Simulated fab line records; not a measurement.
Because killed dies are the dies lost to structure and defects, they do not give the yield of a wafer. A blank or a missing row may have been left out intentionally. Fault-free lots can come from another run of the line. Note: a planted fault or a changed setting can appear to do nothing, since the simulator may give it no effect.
Chamber matching	flow sfq line	cmp-02 running SFQ_TRILAYER_I6_CMP_CMP_166: 4 sister chambers
The step polishes SiO2. 18 wafers are shown with their chamber, then 9 later ones without.

## EACH WAFER AND ITS CHAMBER
wafer	chamber	motor current A (A)	edge zone pressure frac	time to endpoint s (s)
L124.4	1	11.0	1.005	233
L124.1	3	9.3	1.003	211
L124.5	1	10.3	1.003	223
L125.3	1	9.9	0.998	208
L125.1	0	9.5	1.001	220
L125.5	1	10.1	0.992	217
L127.3	1	10.7	1.009	208
L127.4	2	10.5	1.001	221
L127.6	0	9.0	0.996	218
L128.1	0	9.1	0.993	207
L128.2	1	10.6	0.996	199
L128.3	3	8.4	1.002	204
L131.2	3	9.3	1.001	216
L131.1	2	10.4	1.000	213
L131.6	0	9.5	0.995	221
L141.1	3	9.3	1.003	221
L141.2	1	10.4	0.996	214
L141.4	2	10.1	0.997	229

SIGNATURES (averages over the wafers above)
reading	chamber 0	chamber 1	chamber 2	chamber 3	scatter within a chamber
motor current A	9.275	10.429	10.333	9.075	0.352
edge zone pressure frac	0.99625	0.99986	0.99933	1.00225	0.00432
time to endpoint s	216.50	214.57	221.00	213.00	9.09
Rule: for a wafer and a chamber, the distance is found by dividing, reading by reading, the gap between the wafer's reading and the chamber's mean by the reading's scatter, squaring, summing and taking the root. If the next closest chamber is less than 2 further off than the closest, the wafer can't be placed; otherwise it belongs to the closest. The scatter is the square root of a quotient: the sum, over the shown wafers, of each reading's squared deviation from its chamber's mean, divided by wafers minus chambers.

## WAFERS WHOSE CHAMBER IS MISSING
wafer	motor current A (A)	edge zone pressure frac	time to endpoint s (s)
L143.3	9.0	0.995	219
L143.5	9.0	1.003	213
L143.6	9.5	0.997	214
L145.2	10.5	1.000	218
L145.3	9.7	1.001	214
L145.6	11.0	0.995	221
L147.1	10.6	1.003	214
L147.2	9.4	1.012	220
L147.5	9.0	1.006	221

## WHICH CHAMBER EACH ONE RAN IN
wafer	from the rows above	in truth
L143.3	can't be placed: 0 or 3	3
L143.5	can't be placed: 3 or 0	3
L143.6	can't be placed: 0 or 3 or 2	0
L145.2	can't be placed: 1 or 2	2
L145.3	can't be placed: 0 or 3 or 2 or 1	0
L145.6	can't be placed: 1 or 2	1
L147.1	can't be placed: 1 or 2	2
L147.2	can't be placed: 3 or 0 or 2 or 1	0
L147.5	can't be placed: 3 or 0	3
Correctly placed: 0 of 9. Cannot be placed on the basis of these rows: 9; the candidates contain the true chamber in 9. 0 placed wrongly.
